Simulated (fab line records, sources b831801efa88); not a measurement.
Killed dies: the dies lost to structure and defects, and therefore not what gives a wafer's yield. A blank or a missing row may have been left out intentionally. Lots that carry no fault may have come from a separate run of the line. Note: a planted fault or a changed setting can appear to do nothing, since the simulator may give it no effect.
The tool behind it: which one? + flow sky130 + Sampling: 10 lots, 30 wafers, 6 of 708 route steps

WHAT EACH GAUGE READ, for each wafer
SKY_POLY_GATE_THK_MEAS_01. Usual: POLY_GATE_CVD_00_THK 179.3 nm, standard deviation 1.4.
| lot  | measured     | on            | POLY_GATE_CVD_00_THK (nm) | flag |
|------|--------------|---------------|---------------------------|------|
| L476 | day 14 21:17 | film_metro-02 | 179.1 180.4 178.7         |      |
| L474 | day 14 22:28 | film_metro-02 | 179.6 180.4 180.9         |      |
| L484 | day 17 14:41 | film_metro-03 | 181.2 179.8 181.0         |      |
| L483 | day 17 14:41 | film_metro-04 | 181.4 180.7 181.1         |      |
| L485 | day 17 22:56 | film_metro-03 | 178.4 179.3 179.4         |      |
| L486 | day 18 02:01 | film_metro-03 | 146.8 147.1 146.3         | OFF  |
| L487 | day 18 10:10 | film_metro-02 | 142.5 143.2 145.0         | OFF  |
| L494 | day 21 05:40 | film_metro-03 | 180.2 181.0 180.5         |      |
| L496 | day 21 22:35 | film_metro-03 | 178.3 180.6 180.2         |      |
| L497 | day 22 03:17 | film_metro-04 | 180.4 180.5 182.2         |      |

SKY_POLY_GATE_CD_MEAS_22. Usual: cd_nm reads 150 nm (standard deviation 3.4).
| lot  | measured     | on        | cd_nm (nm)  | flag |
|------|--------------|-----------|-------------|------|
| L476 | day 17 16:26 | cd_sem-01 | 146 144 145 |      |
| L474 | day 17 16:14 | cd_sem-02 | 149 155 153 |      |
| L484 | day 20 09:15 | cd_sem-02 | 155 154 152 |      |
| L483 | day 20 10:30 | cd_sem-01 | 151 146 146 |      |
| L485 | day 20 15:19 | cd_sem-02 | 144 144 149 |      |
| L486 | day 20 18:16 | cd_sem-02 | 148 156 147 |      |
| L487 | day 21 01:51 | cd_sem-02 | 149 148 150 |      |
| L494 | day 23 21:23 | cd_sem-02 | 154 150 150 |      |
| L496 | day 24 16:13 | cd_sem-01 | 143 145 147 |      |
| L497 | day 24 20:21 | cd_sem-02 | 148 145 150 |      |

WHICH TOOL RAN EACH LOT (tool, then ch and the chambers of the sampled wafers, then the start)
| lot  | SKY_NWELL_STRIP_14                   | SKY_NWELL_STRIP_25                   | SKY_POLY_GATE_CVD_00        | SKY_POLY_GATE_ETCH_17            |
|------|--------------------------------------|--------------------------------------|-----------------------------|----------------------------------|
| L476 | plasma_asher-04 ch 0,1, day 5 02:49  | plasma_asher-03 ch 0,1, day 5 20:50  | lpcvd-01 ch 1, day 14 20:03 | rie_si-02 ch 0,2,3, day 17 09:23 |
| L474 | plasma_asher-04 ch 0,1, day 5 07:26  | plasma_asher-01 ch 0,1, day 6 01:26  | lpcvd-01 ch 1, day 14 21:15 | rie_si-01 ch 0,2, day 17 09:15   |
| L484 | plasma_asher-01 ch 0,1, day 6 21:30  | plasma_asher-01 ch 0,1, day 7 18:02  | lpcvd-01 ch 1, day 17 13:28 | rie_si-01 ch 0,2, day 20 07:43   |
| L483 | plasma_asher-01 ch 0,1, day 6 22:53  | plasma_asher-03 ch 0,1, day 7 19:02  | lpcvd-01 ch 0, day 17 13:28 | rie_si-02 ch 1,2, day 20 08:04   |
| L485 | plasma_asher-03 ch 0,1, day 7 07:09  | plasma_asher-04 ch 0,1, day 8 02:57  | lpcvd-01 ch 1, day 17 21:44 | rie_si-02 ch 0,2,3, day 20 13:43 |
| L486 | plasma_asher-03 ch 0,1, day 7 10:55  | plasma_asher-03 ch 0,1, day 8 08:22  | lpcvd-01 ch 1, day 18 00:47 | rie_si-01 ch 0,2, day 20 16:42   |
| L487 | plasma_asher-04 ch 0,1, day 7 17:05  | plasma_asher-04 ch 0,1, day 8 14:12  | lpcvd-01 ch 1, day 18 08:57 | rie_si-02 ch 0,2, day 21 00:15   |
| L494 | plasma_asher-03 ch 0,1, day 9 13:34  | plasma_asher-04 ch 0,1, day 10 12:13 | lpcvd-01 ch 0, day 21 04:26 | rie_si-01 ch 0,1,3, day 23 19:38 |
| L496 | plasma_asher-01 ch 0,1, day 10 04:26 | plasma_asher-04 ch 0,1, day 11 03:14 | lpcvd-01 ch 0, day 21 21:23 | rie_si-01 ch 0,2, day 24 14:10   |
| L497 | plasma_asher-01 ch 1, day 10 11:08   | plasma_asher-04 ch 0, day 11 10:35   | lpcvd-01 ch 1, day 22 02:05 | rie_si-02 ch 0,1,2, day 24 18:00 |
- SKY_NWELL_STRIP_14: strips in O2/N2.
- SKY_NWELL_STRIP_25: strips in O2/N2.
- SKY_POLY_GATE_CVD_00: deposits poly-Si, target thk 180 nm, time 720 s.
- SKY_POLY_GATE_ETCH_17: etches poly-Si in HBr/Cl2, stops on SiO2, target depth 180 nm, time 70.5 s.

WHAT THE TOOLS THEMSELVES READ (means of the sampled wafers that have a number; where no wafer has one, the mark that the record gives instead)
SKY_NWELL_STRIP_14. Usual: drypump_motor_current_A 5.8 A, standard deviation 0.32; oes_product_au 0.722 a.u., standard deviation 0.0047; strip_time_to_endpoint_s 36.94 s, standard deviation 0.099.
| lot  | tool            | drypump_motor_current_A (A) | oes_product_au (a.u.) | strip_time_to_endpoint_s (s) | flag |
|------|-----------------|-----------------------------|-----------------------|------------------------------|------|
| L476 | plasma_asher-04 | 5.8                         | 0.722                 | 36.90                        |      |
| L474 | plasma_asher-04 | 5.8                         | 0.721                 | 36.90                        |      |
| L484 | plasma_asher-01 | 6.1                         | 0.721                 | 36.96                        |      |
| L483 | plasma_asher-01 | 6.2                         | 0.722                 | 36.90                        |      |
| L485 | plasma_asher-03 | 5.5                         | 0.720                 | 36.94                        |      |
| L486 | plasma_asher-03 | 5.5                         | 0.722                 | 36.85                        |      |
| L487 | plasma_asher-04 | 5.8                         | 0.720                 | 36.86                        |      |
| L494 | plasma_asher-03 | 5.6                         | 0.724                 | 37.07                        |      |
| L496 | plasma_asher-01 | 6.2                         | 0.725                 | 36.89                        |      |
| L497 | plasma_asher-01 | 6.3                         | 0.724                 | 37.01                        |      |

SKY_NWELL_STRIP_25. Usual: drypump_motor_current_A 5.9 A, standard deviation 0.32; oes_product_au 0.722 a.u., standard deviation 0.0047; strip_time_to_endpoint_s 36.93 s, standard deviation 0.11.
| lot  | tool            | drypump_motor_current_A (A) | oes_product_au (a.u.) | strip_time_to_endpoint_s (s) | flag |
|------|-----------------|-----------------------------|-----------------------|------------------------------|------|
| L476 | plasma_asher-03 | 5.5                         | 0.722                 | 36.95                        |      |
| L474 | plasma_asher-01 | 6.2                         | 0.722                 | 36.75                        |      |
| L484 | plasma_asher-01 | 6.2                         | 0.720                 | 36.99                        |      |
| L483 | plasma_asher-03 | 5.6                         | 0.722                 | 36.98                        |      |
| L485 | plasma_asher-04 | 6.0                         | 0.721                 | 36.98                        |      |
| L486 | plasma_asher-03 | 5.5                         | 0.725                 | 36.95                        |      |
| L487 | plasma_asher-04 | 6.0                         | 0.722                 | 37.11                        |      |
| L494 | plasma_asher-04 | 6.0                         | 0.719                 | 37.10                        |      |
| L496 | plasma_asher-04 | 6.0                         | 0.719                 | 36.82                        |      |
| L497 | plasma_asher-04 | 5.6                         | 0.720                 | 36.89                        |      |

SKY_POLY_GATE_CVD_00. Usual: spike_tc_bottom_C 640 C, standard deviation 4.6; spike_tc_centre_C 619.9 C, standard deviation 1.7; spike_tc_lower_C 620.0 C, standard deviation 1.1; spike_tc_top_C 641.0 C, standard deviation 1.6; spike_tc_upper_C 619.5 C, standard deviation 1.4.
| lot  | tool     | spike_tc_bottom_C (C) | spike_tc_centre_C (C) | spike_tc_lower_C (C) | spike_tc_top_C (C) | spike_tc_upper_C (C) | flag |
|------|----------|-----------------------|-----------------------|----------------------|--------------------|----------------------|------|
| L476 | lpcvd-01 | 643                   | 618.9                 | 619.6                | 640.0              | 619.4                |      |
| L474 | lpcvd-01 | 643                   | 618.2                 | 618.1                | 640.7              | 618.7                |      |
| L484 | lpcvd-01 | 645                   | 618.4                 | 619.3                | 640.7              | 618.9                |      |
| L483 | lpcvd-01 | 635                   | 621.6                 | 620.1                | 642.9              | 621.2                |      |
| L485 | lpcvd-01 | 644                   | 618.0                 | 619.2                | 639.3              | 618.5                |      |
| L486 | lpcvd-01 | 635                   | 610.8                 | 610.9                | 631.5              | 610.1                | OFF  |
| L487 | lpcvd-01 | 635                   | 609.9                 | 611.5                | 631.8              | 610.6                | OFF  |
| L494 | lpcvd-01 | 635                   | 621.9                 | 620.6                | 642.0              | 621.7                |      |
| L496 | lpcvd-01 | 633                   | 621.7                 | 620.9                | 641.9              | 620.4                |      |
| L497 | lpcvd-01 | 643                   | 618.6                 | 619.6                | 639.4              | 618.9                |      |

SKY_POLY_GATE_ETCH_17. Usual: HBr_flow_sccm 149.9 sccm, standard deviation 0.43; bias_w 100.02 W, standard deviation 0.28; drypump_motor_current_A 5.8 A, standard deviation 0.43; oes_product_au 0.986 a.u., standard deviation 0.0085; throttle_valve_pct 33.684 %, standard deviation 0.0093.
| lot  | tool      | HBr_flow_sccm (sccm) | bias_w (W) | drypump_motor_current_A (A) | oes_product_au (a.u.) | throttle_valve_pct (%) | flag |
|------|-----------|----------------------|------------|-----------------------------|-----------------------|------------------------|------|
| L476 | rie_si-02 | 150.0                | 100.04     | 5.6                         | 0.987                 | 33.678                 |      |
| L474 | rie_si-01 | 149.9                | 99.91      | 6.0                         | 0.972                 | 33.688                 |      |
| L484 | rie_si-01 | 149.8                | 100.09     | 6.0                         | 0.979                 | 33.684                 |      |
| L483 | rie_si-02 | 149.9                | 100.12     | 5.4                         | 0.984                 | 33.691                 |      |
| L485 | rie_si-02 | 150.0                | 100.40     | 5.6                         | 0.983                 | 33.695                 |      |
| L486 | rie_si-01 | 150.1                | 99.87      | 6.0                         | 0.861                 | 33.691                 | OFF  |
| L487 | rie_si-02 | 150.3                | 100.15     | 5.2                         | 0.846                 | 33.685                 | OFF  |
| L494 | rie_si-01 | 150.0                | 99.91      | 5.9                         | 0.992                 | 33.689                 |      |
| L496 | rie_si-01 | 150.1                | 100.00     | 6.0                         | 0.989                 | 33.689                 |      |
| L497 | rie_si-02 | 149.4                | 99.78      | 5.4                         | 0.987                 | 33.681                 |      |

THE ANSWER, worked out from the rows above alone
Rule: lot off if the mean of its wafers having a number is beyond 3 standard deviations from the usual mean. Also off: a lot with no number at a reading for which 4 or more lots have one. Any other lot the step has rows for is counted as sound. Order of review: gauges by route order, followed by the tools' own readings, for which a lot's mean as printed above is used. At the first step where some lot is off, the reading lying furthest off is the one used; lots without a number count as furthest.
Off: at SKY_POLY_GATE_THK_MEAS_01 (POLY_GATE_CVD_00_THK), L486, L487.
If a tool, at a process step before that reading, ran all the lots that are off and no sound lot after the first of them, it fits. The gauges at SKY_POLY_GATE_THK_MEAS_01 aren't tried: what is off there is off at SKY_POLY_GATE_CVD_00 too, on other tools, and a gauge's error can't cause that. No candidate that was tried fits.

WHAT THE SIMULATOR HAD PUT IN
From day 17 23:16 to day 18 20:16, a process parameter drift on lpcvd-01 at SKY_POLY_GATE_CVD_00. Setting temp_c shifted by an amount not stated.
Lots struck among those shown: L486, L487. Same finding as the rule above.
